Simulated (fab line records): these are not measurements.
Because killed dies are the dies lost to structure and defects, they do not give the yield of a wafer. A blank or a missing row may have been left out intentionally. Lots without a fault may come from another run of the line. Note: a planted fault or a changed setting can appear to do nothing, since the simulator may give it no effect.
fab line records	flow sfqLine
record lots=6	wafers=18	lastDay=97
route steps=325 shown M0@28
lots untouched by any fault: they come from a run of this same line in which no faults occurred
startH: hours from the record's opening day to when the first of the lot's shown wafers began	waitH: hours elapsed since this lot's preceding step	" repeats the value in the row above	L1.1+2: one row covering several wafers at once	- either no value or no given start	* or withheld: withheld	< > ~ a bound
route shown NAME@n: names a module that has steps shown in the file, with the first one's number in the route	usual: mean/standard deviation of fault-free wafers	same: alike in all rows	chamber/n: place in a boat	sites: each site's reading	_std_site: the standard deviation of these	_edge_site: the outer-site mean with the inner-site mean subtracted	radiusMm: for every site, how far away it sits from the centre of the wafer	mask NAME#n: copy n	behind: the tool/chamber that last shaped the wafer	hold: reason for holding the lot/hours on hold/outcome of the hold	device: names the non-switching transistor (n, p or np)	end of line: the route-end tests of the same wafers	a step given without rows: its recipe and nothing more	killed: dies lost to structure and defects at the first sort, not the wafer's yield	map: shows each die of a wafer: x if killed, . if not, _ if none is there
set.NAME: the setting the step ran with; set.NAME@STEP: the setting that earlier step ran with	model.NAME: the simulator's own value behind a step, which no gauge read
lots at some steps of the route; a table a step, a row a wafer
services: when a tool's chamber went out of use (startH, in hours from the record's first day, below 0 if earlier), for how many hours, and the reason
## steps
# step SFQ_TRILAYER_M0_DEP_PRE_CLEAN_020
# recipe gas=Ar	timeS=15	biasV=250
# step SFQ_TRILAYER_M0_DEP_SPUTTER_019
# recipe material=Nb	basePressurePa=1.33e-06	chamberPressurePa=0.1333	substrateTempC=20	resputterCathodeVoltageV=400	targetThkNm=200	powerW=2000	timeS=133.3
# usual cathodeDcPowerW=2000.0/0.35	chamberPressurePa=0.13332/0.00027	throttleValvePct=29.5/1.1
lot.wafer	tool	chamber	startH	waitH	cathodeDcPowerW	chamberPressurePa	throttleValvePct
L209.3	pvdSputter-04	-	200.58	0.0	1999.6	0.13412	30.2
L209.4	"	-	"	"	2000.1	0.13275	29.3
L209.6	"	-	"	"	1999.7	0.13345	28.8
L218.1	pvdSputter-04	-	273.46	0.0	1999.9	0.13315	28.3
L218.2	"	-	"	"	2000.1	0.13329	30.5
L218.4	"	-	"	"	1999.8	0.13338	29.5
L220.3	pvdSputter-05	-	285.46	0.0	1999.8	0.13351	31.2
L220.5	"	-	"	"	1999.3	0.13312	29.6
L220.6	"	-	"	"	2000.4	0.13312	30.3
L222.2	pvdSputter-04	-	299.12	0.0	2000.3	0.13354	29.1
L222.4	"	-	"	"	2000.4	0.13353	29.4
L222.5	"	-	"	"	2000.7	0.13316	30.6
L230.2	pvdSputter-06	-	354.77	0.0	1999.3	0.133	31.4
L230.3	"	-	"	"	2000.0	0.13322	28.3
L230.4	"	-	"	"	1999.5	0.13373	28.1
L231.2	pvdSputter-04	-	360.89	0.0	2000.2	0.13299	30.3
L231.3	"	-	"	"	2000.2	0.13307	28.1
L231.5	"	-	"	"	2000.0	0.13336	29.7
# step SFQ_M0_RS_MEAS_904
# recipe thkMeasGauge=four-point-probe	reads=Nb_of_TRILAYER_M0_DEP_SPUTTER_019
# usual M0_NB_RS=0.893/0.0083
lot.wafer	tool	chamber	startH	waitH	M0_NB_RS[ohm/sq]
L209.3	filmMetro-01	-	200.71	0.1	0.887
L209.4	"	-	"	"	0.886
L209.6	"	-	"	"	0.883
L218.1	filmMetro-01	-	273.55	0.0	0.898
L218.2	"	-	"	"	0.895
L218.4	"	-	"	"	0.897
L220.3	filmMetro-02	-	285.59	0.1	0.888
L220.5	"	-	"	"	0.891
L220.6	"	-	"	"	0.897
L222.2	filmMetro-04	-	299.23	0.1	0.875
L222.4	"	-	"	"	0.879
L222.5	"	-	"	"	0.877
L230.2	filmMetro-02	-	354.88	0.1	0.894
L230.3	"	-	"	"	0.907
L230.4	"	-	"	"	0.895
L231.2	filmMetro-02	-	361.00	0.1	0.890
L231.3	"	-	"	"	0.889
L231.5	"	-	"	"	0.893
# step SFQ_TRILAYER_M0_LITHO_COAT_026
# recipe resist=BARC	spinRpm=3000	resistThkNm=62
# step SFQ_TRILAYER_M0_LITHO_COAT_021
# recipe resist=KrF	spinRpm=3000	resistThkNm=600
# step SFQ_TRILAYER_M0_LITHO_SOFTBAKE_025
# recipe tempC=withheld	timeS=withheld	resist=KrF
# step SFQ_TRILAYER_M0_LITHO_EXPOSE_022
# recipe maskId=M0	na=0.6	sourceShape=conventional	sigmaOuter=0.65	targetCdNm=500	doseMj=14.25
# step SFQ_TRILAYER_M0_LITHO_PEB_024
# recipe pebTempC=115	pebTimeS=60	resist=KrF
# step SFQ_TRILAYER_M0_LITHO_DEVELOP_023
# recipe timeS=60	resist=KrF
# step SFQ_M0_OVL_MEAS_906
# usual M0_OVL=0/4.9
lot.wafer	tool	chamber	startH	waitH	M0_OVL[nm]
L209.3	overlay-01	-	317.39	0.1	0
L209.4	"	-	"	"	-6
L209.6	"	-	"	"	-8
L218.1	overlay-02	-	398.62	0.1	-2
L218.2	"	-	"	"	-4
L218.4	"	-	"	"	-6
L220.3	overlay-01	-	414.23	0.1	-2
L220.5	"	-	"	"	3
L220.6	"	-	"	"	-5
L222.2	overlay-01	-	435.95	0.1	0
L222.4	"	-	"	"	5
L222.5	"	-	"	"	4
L230.2	overlay-02	-	502.20	0.1	-2
L230.3	"	-	"	"	-3
L230.4	"	-	"	"	-2
L231.2	overlay-01	-	510.60	0.1	4
L231.3	"	-	"	"	5
L231.5	"	-	"	"	3
# step SFQ_TRILAYER_M0_BARC_OPEN_METAL_ETCH_031
# recipe maskMaterial=PR	chemistry=O2	targetDepthNm=125	target=BARC	icpW=600	biasW=80	pressureMtorr=10	timeS=41.7
# usual drypumpMotorCurrentA=5.8/0.48	oesProductAu=0.685/0.0046	rfFwdPowerW=592/3.3
lot.wafer	tool	chamber	startH	waitH	drypumpMotorCurrentA	oesProductAu	rfFwdPowerW	rfHoursCounterH
L209.3	rieMetal-02	0	317.44	0.0	6.0	0.678	592	-
L209.4	"	1	"	"	6.3	0.681	589	-
L209.6	"	1	"	"	6.3	0.686	589	-
L218.1	rieMetal-02	1	398.65	0.0	6.3	0.684	587	28
L218.2	"	0	"	"	6.0	0.680	595	50
L218.4	"	0	"	"	6.1	0.677	596	-
L220.3	rieMetal-02	1	414.27	0.0	6.3	0.688	590	-
L220.5	"	1	"	"	6.3	0.686	586	-
L220.6	"	0	"	"	6.1	0.685	592	-
L222.2	rieMetal-02	0	435.98	0.0	6.1	0.680	597	56
L222.4	"	1	"	"	6.3	0.682	591	-
L222.5	"	1	"	"	6.4	0.682	590	-
L230.2	rieMetal-04	0	502.23	0.0	5.6	0.690	600	93
L230.3	"	0	"	"	5.5	0.686	599	-
L230.4	"	1	"	"	6.2	0.677	594	-
L231.2	rieMetal-03	0	510.63	0.0	5.6	0.687	588	123
L231.3	"	0	"	"	5.5	0.689	586	-
L231.5	"	0	"	"	5.6	0.680	586	-
# step SFQ_TRILAYER_M0_ETCH_METAL_ETCH_024
# recipe target=Nb	stopOn=SiO2	maskMaterial=PR	chemistry=Cl2/Ar	targetDepthNm=240	icpW=600	biasW=80	pressureMtorr=10	timeS=120
# usual drypumpMotorCurrentA=5.9/0.47	oesProductAu=0.892/0.0065	rfFwdPowerW=596.1/1.9
lot.wafer	tool	chamber	startH	waitH	drypumpMotorCurrentA	oesProductAu	rfFwdPowerW	rfHoursCounterH	model.KrF_of_TRILAYER_M0_LITHO_COAT_021.thkNm	model.SiO2_of_TRILAYER_L0_CAP_PECVD_011.thkNm	model.M0.featureDepthNm
L209.3	rieMetal-02	0	317.52	0.1	6.0	0.886	600.5	-	380	54.79	201.1
L209.4	"	1	"	"	6.3	0.901	594.9	-	378.6	56.09	201.2
L209.6	"	1	"	"	6.3	0.887	595.5	-	379.2	56.43	201.9
L218.1	rieMetal-02	1	398.71	0.0	6.3	0.884	596.5	28	378.4	54.09	198.6
L218.2	"	0	"	"	6.0	0.900	596.7	50	380.7	54.99	199.1
L218.4	"	0	"	"	6.0	0.886	597.5	-	381.7	55.47	198.8
L220.3	rieMetal-02	1	414.36	0.1	6.3	0.905	692.9	-	359.9	50.34	203.6
L220.5	"	1	"	"	6.3	0.896	692.9	-	359.7	51.24	203.4
L220.6	"	0	"	"	6.0	0.887	596.6	-	381.4	55.24	198.9
L222.2	rieMetal-02	0	436.04	0.0	6.0	0.892	598.5	56	381.4	55.55	202.9
L222.4	"	1	"	"	6.3	0.898	688.6	-	360.8	52.7	205.5
L222.5	"	1	"	"	6.3	0.902	691.0	-	358.7	51.69	206.1
L230.2	rieMetal-04	0	502.29	0.0	5.5	0.895	597.0	93	378.9	54.62	199.3
L230.3	"	0	"	"	5.5	0.882	598.1	-	378.2	54.06	196.5
L230.4	"	1	"	"	6.2	0.892	595.3	-	380.3	56.71	198.7
L231.2	rieMetal-03	0	510.69	0.0	5.5	0.897	593.4	123	384.2	54.83	199.9
L231.3	"	0	"	"	5.6	0.895	597.8	-	386	54.6	200.6
L231.5	"	0	"	"	5.5	0.886	595.8	-	387	55.64	199
# step SFQ_TRILAYER_M0_STRIP_STRIP_025
# recipe gas=O2	powerW=200	platenTempC=40	overashFraction=0.65	chemistry=O2	pressureMtorr=50
# usual drypumpMotorCurrentA=5.9/0.45	oesProductAu=1.002/0.0074
lot.wafer	tool	chamber	startH	waitH	drypumpMotorCurrentA	oesProductAu	rfHoursCounterH
L209.3	rieMetal-02	0	317.80	0.2	6.1	1.011	-
L209.4	"	1	"	"	6.3	0.994	-
L209.6	"	1	"	"	6.3	1.006	-
L218.1	rieMetal-02	1	398.84	0.1	6.3	1.000	28
L218.2	"	0	"	"	6.0	0.998	50
L218.4	"	0	"	"	6.1	0.998	-
L220.3	rieMetal-02	1	414.64	0.2	6.3	1.000	-
L220.5	"	1	"	"	6.3	1.007	-
L220.6	"	0	"	"	6.0	1.001	-
L222.2	rieMetal-02	0	436.16	0.1	6.0	0.994	56
L222.4	"	1	"	"	6.3	0.999	-
L222.5	"	1	"	"	6.3	1.002	-
L230.2	rieMetal-04	0	502.41	0.1	5.6	1.012	94
L230.3	"	0	"	"	5.6	1.008	-
L230.4	"	1	"	"	6.2	1.007	-
L231.2	rieMetal-03	0	510.81	0.1	5.5	0.998	124
L231.3	"	0	"	"	5.6	0.991	-
L231.5	"	0	"	"	5.5	0.995	-
## services
tool	chamber	startH	hours	kind
rieMetal-03	-	179.57	0.9	repair
pvdSputter-05	-	180.23	5.2	repair
pvdSputter-04	1	183.99	-	consumableReplace:kit
pvdSputter-04	1	183.99	18.0	scheduledDown
pvdSputter-04	1	183.99	18.0	ventCycle
rieMetal-02	1	187.74	-	clean
rieMetal-02	1	187.74	18.1	scheduledDown
rieMetal-02	1	187.74	18.1	ventCycle
pvdSputter-05	-	188.87	2.5	repair
pvdSputter-04	-	202.46	2.1	repair
pvdSputter-04	-	214.28	5.1	repair
rieMetal-02	0	231.53	5.5	repair
rieMetal-04	-	264.11	0.5	repair
pvdSputter-04	-	274.98	4.2	repair
pvdSputter-05	-	299.85	3.7	repair
rieMetal-04	0	308.52	43.5	repair
rieMetal-04	-	374.18	1.4	pm
pvdSputter-04	-	374.64	3.7	repair
rieMetal-03	-	389.46	14.6	pm
rieMetal-04	1	399.22	-	clean
rieMetal-03	-	404.06	28.1	pm
pvdSputter-04	-	409.43	0.5	repair
rieMetal-02	-	430.57	2.8	pm
pvdSputter-06	-	489.07	9.6	repair
## key
firstSign step=SFQ_TRILAYER_M0_ETCH_METAL_ETCH_024	reading=rfFwdPowerW	direction=up	sigmas=50	usual=596.1	struck=691.3
effect none on later readings
modelEffect step=SFQ_TRILAYER_M0_ETCH_METAL_ETCH_024	value=KrF_of_TRILAYER_M0_LITHO_COAT_021.thkNm	without=379.5	struck=359.8
metAt SFQ_TRILAYER_M0_ETCH_METAL_ETCH_024
struckWafers L220.3,L220.5,L222.4,L222.5
onsetBetween 398.71 414.36
fault kind=processParameterDrift	tool=rieMetal-02	chamber=1	onsetH=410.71	steps=SFQ_TRILAYER_M0_ETCH_METAL_ETCH_024	channel=icpW	offset=96	shape=step	endH=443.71	actsIn=theseRecipesOnly	stated=600
